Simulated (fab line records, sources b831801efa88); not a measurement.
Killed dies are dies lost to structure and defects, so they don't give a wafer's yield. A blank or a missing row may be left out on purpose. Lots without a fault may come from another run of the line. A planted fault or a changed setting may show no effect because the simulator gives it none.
Which tool did it? | flow sky130 | 6 lots, 18 wafers sampled, at 2 steps of a route of 708

WHAT THE GAUGES READ, wafer by wafer
SKY_GATE_OXIDE_THK_MEAS_02.
lot  | measured     | on            | GATE_OXIDE_OXIDATION_00_THK (nm)
L676 | day 13 11:55 | film_metro-02 | 9.95 10.08 9.99
L679 | day 14 14:10 | film_metro-02 | 10.21 10.21 10.34
L681 | day 15 11:47 | film_metro-04 | 10.38 10.25 10.34
L684 | day 16 10:41 | film_metro-02 | 10.61 10.39 10.56
L694 | day 19 18:50 | film_metro-02 | 8.97 8.96 9.08
L697 | day 20 18:06 | film_metro-03 | 10.57 10.38 10.28

WHICH TOOL RAN EACH LOT (tool, then ch and the chambers of the sampled wafers, then the start)
lot  | SKY_GATE_OXIDE_OXIDATION_01
L676 | furnace-02 ch 0, day 13 10:28
L679 | furnace-01 ch 0, day 14 12:45
L681 | furnace-01 ch 0, day 15 10:22
L684 | furnace-01 ch 0, day 16 09:17
L694 | furnace-01 ch 0, day 19 17:25
L697 | furnace-02 ch 0, day 20 16:41
- SKY_GATE_OXIDE_OXIDATION_01: stabilise 600 s, purge 300 s, target thk 10.268 nm.

THE ANSWER, worked out from the rows above alone
Rule: what is usual is taken from the lots themselves. Put in order of their means at a reading, lots are off if they are a third of the lots or fewer, leave a main group of 4 or more, and stand apart from it by a gap of 3 or more times the standard deviation of the main group's means; of several such gaps the widest counts. A main group whose means are all the same, to the digits that the tables above print for the reading, isn't used. A lot without any number at a reading at which 4 lots or more have one is off too. The other lots that the step has rows for count as sound.
Off: L694, at SKY_GATE_OXIDE_THK_MEAS_02 (GATE_OXIDE_OXIDATION_00_THK). The main group: mean 10.30 nm, standard deviation 0.17.
A tool fits if, at a process step before that reading, it ran every lot that is off, and no sound lot after the first of them. The gauges at SKY_GATE_OXIDE_THK_MEAS_02 are tried like those tools. Can't be told from this: 2 tools fit, furnace-01 at SKY_GATE_OXIDE_OXIDATION_01, film_metro-02 at SKY_GATE_OXIDE_THK_MEAS_02.

WHAT THE SIMULATOR HAD PUT IN
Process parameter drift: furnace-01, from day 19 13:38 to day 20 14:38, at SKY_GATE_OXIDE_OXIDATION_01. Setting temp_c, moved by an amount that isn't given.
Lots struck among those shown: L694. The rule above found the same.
